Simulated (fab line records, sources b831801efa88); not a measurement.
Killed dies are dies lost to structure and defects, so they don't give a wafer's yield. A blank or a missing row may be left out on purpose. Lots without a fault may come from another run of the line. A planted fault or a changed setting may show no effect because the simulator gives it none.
Which tool did it? | flow gf180mcu | 7 lots, 21 wafers sampled, at 1 step of a route of 602

WHAT THE GAUGES READ, wafer by wafer
GF_NSD_OVL_MEAS_08.
lot  | measured     | on         | NSD_OVL (nm)
L634 | day 14 03:22 | overlay-02 | -2.7 -1.5 -3.6
L636 | day 14 15:37 | overlay-01 | 0.3 0.8 3.1
L639 | day 15 20:35 | overlay-01 | -3.3 -1.7 -2.7
L642 | day 16 19:35 | overlay-02 | -1.5 0.9 1.1
L645 | day 17 17:49 | overlay-02 | -0.8 2.3 -1.4
L650 | day 19 14:42 | overlay-02 | 1.2 -0.8 0.4
L654 | day 20 22:58 | overlay-01 | -3.4 -1.7 -2.1

WHICH TOOL RAN EACH LOT (tool, then ch and the chambers of the sampled wafers, then the start)
The record holds no process step before these readings.

THE ANSWER, worked out from the rows above alone
Rule: what is usual is taken from the lots themselves. Put in order of their means at a reading, lots are off if they are a third of the lots or fewer, leave a main group of 4 or more, and stand apart from it by a gap of 3 or more times the standard deviation of the main group's means; of several such gaps the widest counts. A main group whose means are all the same, to the digits that the tables above print for the reading, isn't used. A lot without any number at a reading at which 4 lots or more have one is off too. The other lots that the step has rows for count as sound.
No lot is off at any reading shown: from this, nothing can be told.

WHAT THE SIMULATOR HAD PUT IN
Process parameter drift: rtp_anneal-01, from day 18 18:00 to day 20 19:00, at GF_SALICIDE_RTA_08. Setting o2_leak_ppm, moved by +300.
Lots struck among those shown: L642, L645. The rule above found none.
